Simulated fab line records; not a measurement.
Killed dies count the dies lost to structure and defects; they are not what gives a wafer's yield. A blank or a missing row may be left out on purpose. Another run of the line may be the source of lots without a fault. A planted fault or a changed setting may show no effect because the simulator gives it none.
A struck lot beside a sound one :: flow sky130 :: 16 out of 708 route steps
Sound: wafers L660.1, L660.4, L660.5. Wafers struck: L653.2, L653.4, L653.5. Last of all comes the cause.
For every step that has rows: the tool of each side, followed by ch and its chambers, followed by its first start. Under that, the readings that differ: sound wafers :: struck wafers :: difference of the means :: sigmas: that difference in standard deviations of wafers without a fault.
alike: readings with means less than 2 such deviations apart, plus words and numbers identical on both sides. not compared: withheld readings, readings lacking a value on some wafer, bounds such as >300 that could conceal the same value, and numbers that have no deviation in the record and whose values overlap.
The two part at a step that has a row with sigmas, a row that says differs or no value, or rows on one side only. When numbers do not overlap yet have no deviation, they are printed without sigmas and do not part them. A reading that every wafer of one side lacks parts them only if that side has two wafers or more.

first, 5 steps without rows for these wafers: SKY_SONOS_TUNNEL_COAT_02 (resist thk 1140 nm); SKY_SONOS_TUNNEL_SOFTBAKE_03 (time 60 s); SKY_SONOS_TUNNEL_EXPOSE_04 (exposes mask TUNM, target cd 410 nm); SKY_SONOS_TUNNEL_PEB_05; SKY_SONOS_TUNNEL_DEVELOP_06 (develop time 60 s).
SKY_SONOS_TUNNEL_CD_MEAS_07: target cd 410 nm.
  sound on cd-sem-02, day 17 00:35; struck on cd-sem-01, day 14 12:56
  alike: cd-nm
SKY_SONOS_TUNNEL_OVL_MEAS_08:
  sound on overlay-02, day 17 00:42; struck on overlay-02, day 14 13:02
reading: SONOS_TUNNEL_OVL (nm)
sound: 2.7 1.4 4.4
struck: -2.6 -4.8 -3.1
difference: -6.3
sigmas: -4
then, 3 steps without rows for these wafers: SKY_SONOS_TUNNEL_IMPLANT_09; SKY_SONOS_TUNNEL_WET_ETCH_10 (etches SiO2 in dHF, target depth 14 nm, time 280 s); SKY_SONOS_TUNNEL_STRIP_11 (strips in SPM, time 600 s).
SKY_SONOS_TUNNEL_TW_MEAS_12:
  sound on film-metro-02, day 17 01:10; struck on film-metro-04, day 14 13:29
reading: SONOS_TUNNEL_TW
sound: 198.7 197.9 198.3
struck: 194.9 195.1 194.5
difference: -3.5
sigmas: -3
then, 1 step without rows for these wafers: SKY_SONOS_TUNNEL_CLEAN_13 (cleans in dHF, time 20 s).
SKY_SONOS_ONO_OXIDATION_00: stabilise 600 s, purge 300 s, target thk 2.6 nm.
  sound on furnace-02 ch 0, day 17 02:56; struck on furnace-01 ch 0, day 14 17:05
  alike: spike-tc-top-C, tube-center-temp-C, zone-power-bottom-pct, zone-power-upper-pct
SKY_SONOS_ONO_THK_MEAS_01:
  sound on film-metro-01, day 17 04:17; struck on film-metro-01, day 14 18:26
reading: SONOS_ONO_OXIDATION_THK (nm)
sound: 2.62 2.58 2.59
struck: 4.32 4.30 4.24
difference: +1.69
sigmas: +27
then, 1 step without rows for these wafers: SKY_SONOS_ONO_CVD_02 (deposits Si3N4 from DCS/NH3, target thk 10.5 nm, time 180 s).
-- a jump in the record: the struck wafers' starts before and after are 34 days apart (it breaks off in module SONOS_ONO and resumes in module PAD_OPEN, where the first step shown is number 708 of the route) --
SKY_PAD_OPEN_PROBE_99:
  sound on prober-01, day 49 22:17; struck on prober-01, day 48 16:37
  alike: killed_at_M0_to_M3, killed_at_M4_up, killed-at-contacts, killed-at-front-end, killed-at-other, killed-dies, killed-open, killed-short

## WHERE THEY PART
Last at SKY_SONOS_ONO_THK_MEAS_01 as far as this record goes, first at SKY_SONOS_TUNNEL_OVL_MEAS_08. Later steps at which nothing parts them and some readings are alike: SKY_PAD_OPEN_PROBE_99.

WHY: whatever the simulator had introduced
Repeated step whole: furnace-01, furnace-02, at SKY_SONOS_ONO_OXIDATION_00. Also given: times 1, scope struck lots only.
